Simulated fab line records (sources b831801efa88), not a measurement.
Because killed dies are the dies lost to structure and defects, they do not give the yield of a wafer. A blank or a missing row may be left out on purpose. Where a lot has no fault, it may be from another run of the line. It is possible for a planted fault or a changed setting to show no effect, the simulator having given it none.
Which tool was responsible? / flow sky130 / at 1 step of a route of 708, 10 lots with 30 wafers sampled

WHAT EACH GAUGE READ, for each wafer
SKY_METAL3_CD_MEAS_13 targets a cd of 300 nm.
lot=L976; measured=day 39 05:37; on=cd sem-02; cd nm (nm)=300.5 299.0 298.3
lot=L977; measured=day 39 17:58; on=cd sem-02; cd nm (nm)=302.1 302.4 302.0
lot=L979; measured=day 40 05:10; on=cd sem-01; cd nm (nm)=296.6 296.8 297.4
lot=L980; measured=day 40 14:04; on=cd sem-01; cd nm (nm)=298.0 298.5 298.7
lot=L982; measured=day 40 22:43; on=cd sem-01; cd nm (nm)=300.6 299.7 299.1
lot=L984; measured=day 41 14:59; on=cd sem-01; cd nm (nm)=301.2 300.3 300.7
lot=L985; measured=day 42 01:49; on=cd sem-01; cd nm (nm)=299.4 299.9 300.3
lot=L987; measured=day 42 07:38; on=cd sem-01; cd nm (nm)=300.0 300.5 300.8
lot=L988; measured=day 42 20:38; on=cd sem-01; cd nm (nm)=299.7 300.4 298.3
lot=L996; measured=day 44 21:28; on=cd sem-01; cd nm (nm)=299.5 298.6 300.4

WHAT TOOL EACH LOT RAN ON (gives the tool, then ch and the chambers of the sampled wafers, and finally the start)
There is no process step in the record ahead of these readings.

THE ANSWER, worked out from the rows above alone
Rule: the lots themselves supply what counts as usual. The widest of any qualifying gaps counts: lots, ordered by their means at a reading, are off when they make up no more than a third of the lots, leave a main group of 4 or more, and stand apart from it by 3 or more times the standard deviation of that group's means. If all means in a main group match to the digits the tables above print for the reading, that group is not used. Also off: a lot with no number at a reading for which 4 or more lots have one. The other lots that the step has rows for count as sound.
No lot is off at any reading shown: from this, nothing can be told.

WHAT THE SIMULATOR HAD PUT IN
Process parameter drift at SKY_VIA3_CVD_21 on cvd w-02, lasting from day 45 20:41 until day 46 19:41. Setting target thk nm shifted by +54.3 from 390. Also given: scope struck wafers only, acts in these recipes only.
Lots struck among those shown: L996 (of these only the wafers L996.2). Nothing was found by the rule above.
